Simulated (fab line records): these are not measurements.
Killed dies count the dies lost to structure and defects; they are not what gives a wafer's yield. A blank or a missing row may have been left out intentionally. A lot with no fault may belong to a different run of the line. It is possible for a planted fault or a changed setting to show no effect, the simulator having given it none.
Which tool is to blame? :: flow sky130 :: 11 lots, 33 wafers sampled, at 5 steps of a route of 708

== WHAT EACH GAUGE READ, for each wafer ==
SKY_VIA1_THK_MEAS_23: measures by xrf.
lot: L214
measured: day 34 11:25
on: film-metro-01
VIA1_W_THK (nm): 274 272 272

lot: L219
measured: day 35 20:58
on: film-metro-03
VIA1_W_THK (nm): 269 275 270

lot: L222
measured: day 36 23:32
on: film-metro-01
VIA1_W_THK (nm): 278 275 279

lot: L223
measured: day 37 06:11
on: film-metro-01
VIA1_W_THK (nm): 274 280 280

lot: L224
measured: day 37 10:44
on: film-metro-01
VIA1_W_THK (nm): 280 276 273

lot: L225
measured: day 37 17:22
on: film-metro-01
VIA1_W_THK (nm): 279 273 279

lot: L232
measured: day 39 19:46
on: film-metro-03
VIA1_W_THK (nm): 274 272 273

lot: L233
measured: day 39 23:59
on: film-metro-03
VIA1_W_THK (nm): 273 277 276

lot: L234
measured: day 40 15:22
on: film-metro-01
VIA1_W_THK (nm): 274 285 288

lot: L235
measured: day 40 21:56
on: film-metro-03
VIA1_W_THK (nm): 280 287 276

lot: L236
measured: day 41 06:26
on: film-metro-01
VIA1_W_THK (nm): 273 279 272

SKY_METAL2_THK_MEAS_06: measures by xrf.
lot: L214
measured: day 34 12:02
on: film-metro-04
METAL2_ALCU_THK (nm): 242 242 243

lot: L219
measured: day 35 21:35
on: film-metro-02
METAL2_ALCU_THK (nm): 252 242 253

lot: L222
measured: day 37 00:10
on: film-metro-02
METAL2_ALCU_THK (nm): 238 244 241

lot: L223
measured: day 37 06:49
on: film-metro-02
METAL2_ALCU_THK (nm): 249 248 245

lot: L224
measured: day 37 11:22
on: film-metro-02
METAL2_ALCU_THK (nm): 246 247 250

lot: L225
measured: day 37 17:59
on: film-metro-03
METAL2_ALCU_THK (nm): 249 246 245

lot: L232
measured: day 39 20:22
on: film-metro-03
METAL2_ALCU_THK (nm): 283 290 283

lot: L233
measured: day 40 00:36
on: film-metro-02
METAL2_ALCU_THK (nm): 277 278 271

lot: L234
measured: day 40 15:59
on: film-metro-02
METAL2_ALCU_THK (nm): 284 278 280

lot: L235
measured: day 40 22:33
on: film-metro-02
METAL2_ALCU_THK (nm): 246 243 243

lot: L236
measured: day 41 07:03
on: film-metro-02
METAL2_ALCU_THK (nm): 247 246 249

== WHAT TOOL EACH LOT RAN ON (gives the tool, then ch and the chambers of the sampled wafers, and finally the start) ==
lot: L214
SKY_VIA1_STRIP_16: plasma-asher-01 ch 0,1, day 34 10:34
SKY_VIA1_CMP_24: cmp-01 ch 1,2,3, day 34 11:35
SKY_METAL2_SPUTTER_04: pvd-sputter-03, day 34 11:52

lot: L219
SKY_VIA1_STRIP_16: plasma-asher-04 ch 0, day 35 19:59
SKY_VIA1_CMP_24: cmp-01 ch 1,2, day 35 21:01
SKY_METAL2_SPUTTER_04: pvd-sputter-04, day 35 21:24

lot: L222
SKY_VIA1_STRIP_16: plasma-asher-03 ch 0,1, day 36 22:40
SKY_VIA1_CMP_24: cmp-01 ch 0,1,3, day 36 23:44
SKY_METAL2_SPUTTER_04: pvd-sputter-04, day 36 23:59

lot: L223
SKY_VIA1_STRIP_16: plasma-asher-04 ch 0,1, day 37 05:17
SKY_VIA1_CMP_24: cmp-02 ch 1,2,3, day 37 06:19
SKY_METAL2_SPUTTER_04: pvd-sputter-01, day 37 06:37

lot: L224
SKY_VIA1_STRIP_16: plasma-asher-01 ch 0,1, day 37 09:52
SKY_VIA1_CMP_24: cmp-02 ch 2,3, day 37 10:47
SKY_METAL2_SPUTTER_04: pvd-sputter-01, day 37 11:11

lot: L225
SKY_VIA1_STRIP_16: plasma-asher-03 ch 0,1, day 37 16:29
SKY_VIA1_CMP_24: cmp-02 ch 0,1,3, day 37 17:28
SKY_METAL2_SPUTTER_04: pvd-sputter-03, day 37 17:49

lot: L232
SKY_VIA1_STRIP_16: plasma-asher-03 ch 0,1, day 39 18:53
SKY_VIA1_CMP_24: cmp-02 ch 1,2,3, day 39 19:58
SKY_METAL2_SPUTTER_04: pvd-sputter-03, day 39 20:13

lot: L233
SKY_VIA1_STRIP_16: plasma-asher-03 ch 0,1, day 39 23:07
SKY_VIA1_CMP_24: cmp-02 ch 1,2, day 40 00:01
SKY_METAL2_SPUTTER_04: pvd-sputter-04, day 40 00:25

lot: L234
SKY_VIA1_STRIP_16: plasma-asher-03 ch 0, day 40 14:29
SKY_VIA1_CMP_24: cmp-02 ch 0,2,3, day 40 15:28
SKY_METAL2_SPUTTER_04: pvd-sputter-01, day 40 15:49

lot: L235
SKY_VIA1_STRIP_16: plasma-asher-03 ch 0,1, day 40 20:34
SKY_VIA1_CMP_24: cmp-02 ch 1,2,3, day 40 22:04
SKY_METAL2_SPUTTER_04: pvd-sputter-04, day 40 22:22

lot: L236
SKY_VIA1_STRIP_16: plasma-asher-03 ch 0,1, day 41 05:34
SKY_VIA1_CMP_24: cmp-01 ch 0,1,3, day 41 06:38
SKY_METAL2_SPUTTER_04: pvd-sputter-01, day 41 06:53
- SKY_VIA1_STRIP_16: strips in O2/N2.
- SKY_VIA1_CMP_24: polishes, stops on SiO2, t overpolish 15 s, target thk 0 nm.
- SKY_METAL2_SPUTTER_04: material TiN, target thk 70 nm, time 58.3 s.

== AS READ BY THE TOOLS THEMSELVES (means over the sampled wafers that have a number; for cases with no such wafer, the mark the record gives instead) ==
SKY_VIA1_STRIP_16.
lot: L214
tool: plasma-asher-01
drypump-motor-current-A (A): 5.43
o2-flow-sccm (sccm): 2997
oes-product-au (a.u.): 0.417
strip-time-to-endpoint-s (s): 4.47

lot: L219
tool: plasma-asher-04
drypump-motor-current-A (A): 6.05
o2-flow-sccm (sccm): 3006
oes-product-au (a.u.): 0.415
strip-time-to-endpoint-s (s): 4.48

lot: L222
tool: plasma-asher-03
drypump-motor-current-A (A): 5.71
o2-flow-sccm (sccm): 3006
oes-product-au (a.u.): 0.413
strip-time-to-endpoint-s (s): 4.43

lot: L223
tool: plasma-asher-04
drypump-motor-current-A (A): 5.83
o2-flow-sccm (sccm): 3000
oes-product-au (a.u.): 0.418
strip-time-to-endpoint-s (s): 4.48

lot: L224
tool: plasma-asher-01
drypump-motor-current-A (A): 5.39
o2-flow-sccm (sccm): 3002
oes-product-au (a.u.): 0.414
strip-time-to-endpoint-s (s): 4.48

lot: L225
tool: plasma-asher-03
drypump-motor-current-A (A): 5.72
o2-flow-sccm (sccm): 3004
oes-product-au (a.u.): 0.415
strip-time-to-endpoint-s (s): 4.48

lot: L232
tool: plasma-asher-03
drypump-motor-current-A (A): 5.70
o2-flow-sccm (sccm): 2999
oes-product-au (a.u.): 0.418
strip-time-to-endpoint-s (s): 4.42

lot: L233
tool: plasma-asher-03
drypump-motor-current-A (A): 5.71
o2-flow-sccm (sccm): 3004
oes-product-au (a.u.): 0.413
strip-time-to-endpoint-s (s): 4.46

lot: L234
tool: plasma-asher-03
drypump-motor-current-A (A): 5.71
o2-flow-sccm (sccm): 2986
oes-product-au (a.u.): 0.416
strip-time-to-endpoint-s (s): 4.44

lot: L235
tool: plasma-asher-03
drypump-motor-current-A (A): 5.72
o2-flow-sccm (sccm): 2996
oes-product-au (a.u.): 0.410
strip-time-to-endpoint-s (s): 4.43

lot: L236
tool: plasma-asher-03
drypump-motor-current-A (A): 5.70
o2-flow-sccm (sccm): 2998
oes-product-au (a.u.): 0.415
strip-time-to-endpoint-s (s): 4.45

SKY_VIA1_CMP_24.
lot: L214
tool: cmp-01
motor-current-A (A): 11.7
overpolish-run-s (s): 15.000
slurry-filter-dp-kPa (kPa): 13.48
slurry-flow-ml-min: 150.4
time-to-endpoint-s (s): 65

lot: L219
tool: cmp-01
motor-current-A (A): 11.0
overpolish-run-s (s): 15.003
slurry-filter-dp-kPa (kPa): 13.37
slurry-flow-ml-min: 150.2
time-to-endpoint-s (s): 63

lot: L222
tool: cmp-01
motor-current-A (A): 12.5
overpolish-run-s (s): 15.001
slurry-filter-dp-kPa (kPa): 13.56
slurry-flow-ml-min: 150.1
time-to-endpoint-s (s): 65

lot: L223
tool: cmp-02
motor-current-A (A): 11.3
overpolish-run-s (s): 15.000
slurry-filter-dp-kPa (kPa): 13.45
slurry-flow-ml-min: 150.3
time-to-endpoint-s (s): 67

lot: L224
tool: cmp-02
motor-current-A (A): 11.0
overpolish-run-s (s): 15.001
slurry-filter-dp-kPa (kPa): 13.51
slurry-flow-ml-min: 150.5
time-to-endpoint-s (s): 63

lot: L225
tool: cmp-02
motor-current-A (A): 11.9
overpolish-run-s (s): 15.004
slurry-filter-dp-kPa (kPa): 13.47
slurry-flow-ml-min: 150.3
time-to-endpoint-s (s): 63

lot: L232
tool: cmp-02
motor-current-A (A): 11.7
overpolish-run-s (s): 15.004
slurry-filter-dp-kPa (kPa): 13.40
slurry-flow-ml-min: 150.0
time-to-endpoint-s (s): 65

lot: L233
tool: cmp-02
motor-current-A (A): 11.7
overpolish-run-s (s): 15.002
slurry-filter-dp-kPa (kPa): 13.53
slurry-flow-ml-min: 149.6
time-to-endpoint-s (s): 69

lot: L234
tool: cmp-02
motor-current-A (A): 11.4
overpolish-run-s (s): 14.997
slurry-filter-dp-kPa (kPa): 13.60
slurry-flow-ml-min: 149.5
time-to-endpoint-s (s): 65

lot: L235
tool: cmp-02
motor-current-A (A): 11.3
overpolish-run-s (s): 15.007
slurry-filter-dp-kPa (kPa): 13.58
slurry-flow-ml-min: 149.9
time-to-endpoint-s (s): 68

lot: L236
tool: cmp-01
motor-current-A (A): 12.6
overpolish-run-s (s): 14.997
slurry-filter-dp-kPa (kPa): 13.38
slurry-flow-ml-min: 150.0
time-to-endpoint-s (s): 65

SKY_METAL2_SPUTTER_04.
lot: L214
tool: pvd-sputter-03
cathode-dc-power-W (W): 6499.5
chamber-pressure-pa (Pa): 0.4000
throttle-valve-pct (%): 29.1

lot: L219
tool: pvd-sputter-04
cathode-dc-power-W (W): 6500.7
chamber-pressure-pa (Pa): 0.3995
throttle-valve-pct (%): 29.1

lot: L222
tool: pvd-sputter-04
cathode-dc-power-W (W): 6499.1
chamber-pressure-pa (Pa): 0.4003
throttle-valve-pct (%): 29.1

lot: L223
tool: pvd-sputter-01
cathode-dc-power-W (W): 6500.3
chamber-pressure-pa (Pa): 0.3999
throttle-valve-pct (%): 28.9

lot: L224
tool: pvd-sputter-01
cathode-dc-power-W (W): 6499.8
chamber-pressure-pa (Pa): 0.3999
throttle-valve-pct (%): 29.4

lot: L225
tool: pvd-sputter-03
cathode-dc-power-W (W): 6500.3
chamber-pressure-pa (Pa): 0.4000
throttle-valve-pct (%): 28.9

lot: L232
tool: pvd-sputter-03
cathode-dc-power-W (W): -
chamber-pressure-pa (Pa): -
throttle-valve-pct (%): -

lot: L233
tool: pvd-sputter-04
cathode-dc-power-W (W): -
chamber-pressure-pa (Pa): -
throttle-valve-pct (%): -

lot: L234
tool: pvd-sputter-01
cathode-dc-power-W (W): -
chamber-pressure-pa (Pa): -
throttle-valve-pct (%): -

lot: L235
tool: pvd-sputter-04
cathode-dc-power-W (W): 6500.8
chamber-pressure-pa (Pa): 0.4000
throttle-valve-pct (%): 29.6

lot: L236
tool: pvd-sputter-01
cathode-dc-power-W (W): 6500.2
chamber-pressure-pa (Pa): 0.3998
throttle-valve-pct (%): 29.1

== THE ANSWER, worked out from the rows above alone ==
Rule: usual is defined by the lots themselves. The widest of any qualifying gaps counts: lots, ordered by their means at a reading, are off when they make up no more than a third of the lots, leave a main group of 4 or more, and stand apart from it by 3 or more times the standard deviation of that group's means. Not used: any main group whose means are identical at the precision the tables above print for the reading. Also off: a lot with no number at a reading for which 4 or more lots have one. The other lots that the step has rows for count as sound. First the gauges in route order, then the tools' own readings, where a lot's mean is used as printed above. At the first step where some lot is off, the reading lying furthest off is the one used; lots without a number count as furthest.
Off: at SKY_METAL2_THK_MEAS_06 (METAL2_ALCU_THK), L232, L233, L234. Mean 246 nm and standard deviation 2.7 in the main group.
A tool fits if, at a process step before that reading, it ran every lot that is off, and no sound lot after the first of them. The gauges at SKY_METAL2_THK_MEAS_06 aren't tried: what is off there is off at SKY_METAL2_SPUTTER_04 too, on other tools, and a gauge's error can't cause that. Not one of the candidates tried fits.

== WHAT THE SIMULATOR PUT IN ==
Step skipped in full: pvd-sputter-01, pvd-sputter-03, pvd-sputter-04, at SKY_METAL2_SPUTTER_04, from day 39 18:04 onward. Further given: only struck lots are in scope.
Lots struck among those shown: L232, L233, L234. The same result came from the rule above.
